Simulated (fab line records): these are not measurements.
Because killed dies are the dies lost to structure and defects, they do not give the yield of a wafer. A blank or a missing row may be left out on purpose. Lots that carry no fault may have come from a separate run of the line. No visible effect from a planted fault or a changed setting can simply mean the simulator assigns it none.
A struck lot beside a sound one | flow sky130 | 15 steps out of a route of 708
Sound: these wafers, L472.1, L472.2, L472.6. Struck: wafers L475.3, L475.4, L475.5. The cause is given at the end.
Order at every step that has rows: each side's tool, ch and its chambers, its first start. Under that, the readings that differ: sound wafers | struck wafers | difference of the means | sigmas: that difference in standard deviations of wafers without a fault.
alike: readings whose means differ by less than 2 such deviations, and words and numbers that are the same on both sides. not compared: withheld readings, readings that some wafer has no value for, bounds like >300 that may hide the same value, and numbers for which the record gives no deviation and whose values overlap.
Wherever a step has rows on one side only, a row that says differs or no value, or a row with sigmas, the two part there. Numbers that don't overlap but have no deviation are shown without sigmas and don't part them. Lack of a reading on every wafer of one side parts them only where that side has two or more wafers.

SKY_NWELL_TW_MEAS_15:
  sound on film-metro-02, day 8 06:05; struck on film-metro-03, day 8 22:16
  reading  | sound          | struck         | difference | sigmas
  NWELL_TW | 1857 1858 1867 | 1841 1850 1838 | -18        | -2
then, 7 steps without rows for these wafers: SKY_NWELL_DEHYDRATE_16 (time 60 s); SKY_NWELL_HMDS_17 (prime time 60 s); SKY_NWELL_COAT_18 (resist thk 3000 nm); SKY_NWELL_SOFTBAKE_19; SKY_NWELL_EXPOSE_20 (exposes mask NWM COMPLEMENT, target cd 840 nm); SKY_NWELL_PEB_21; SKY_NWELL_DEVELOP_22 (develop time 60 s).
SKY_NWELL_OVL_MEAS_23:
  sound on overlay-01, day 9 02:40; struck on overlay-01, day 9 18:42
  reading           | sound          | struck      | difference | sigmas
  NWELL_01_OVL (nm) | -4.7 -2.2 -1.3 | 2.8 1.0 2.8 | +4.9       | +4
next, for these wafers, 1 step has no rows: SKY_NWELL_IMPLANT_24.
SKY_NWELL_STRIP_25: strips in O2/N2.
  sound on plasma-asher-04 ch 0,1, day 9 02:50; struck on plasma-asher-01 ch 0,1, day 9 18:55
  alike: drypump-motor-current-A, oes-product-au, strip-time-to-endpoint-s
  not compared: rf-hours-counter-h
SKY_NWELL_TW_MEAS_26:
  sound on film-metro-01, day 9 02:56; struck on film-metro-03, day 9 18:59
  alike: NWELL_2_TW
SKY_NWELL_CLEAN_27: cleans in SC1/SC2, time 150 s.
  sound on wet-bench-02 ch 2, day 9 03:00; struck on wet-bench-02 ch 1, day 9 19:02
  reading          | sound       | struck      | difference | sigmas
  run-length-s (s) | 184 184 184 | 111 111 111 | -73        | -19
SKY_NWELL_RTA_28: time 30 s.
  sound on rtp-anneal-01 ch 0, day 9 03:04; struck on rtp-anneal-01 ch 0, day 9 19:07
  alike: lamp-power-pct, wafer_temp_C_max
SKY_PAD_OPEN_PROBE_99:
  the record has rows for the sound wafers here (prober-02, day 49 04:28) and none for the struck ones

WHERE THEY PART
First at SKY_NWELL_TW_MEAS_15; last, within this record, at SKY_PAD_OPEN_PROBE_99.

WHY: whatever the simulator had introduced
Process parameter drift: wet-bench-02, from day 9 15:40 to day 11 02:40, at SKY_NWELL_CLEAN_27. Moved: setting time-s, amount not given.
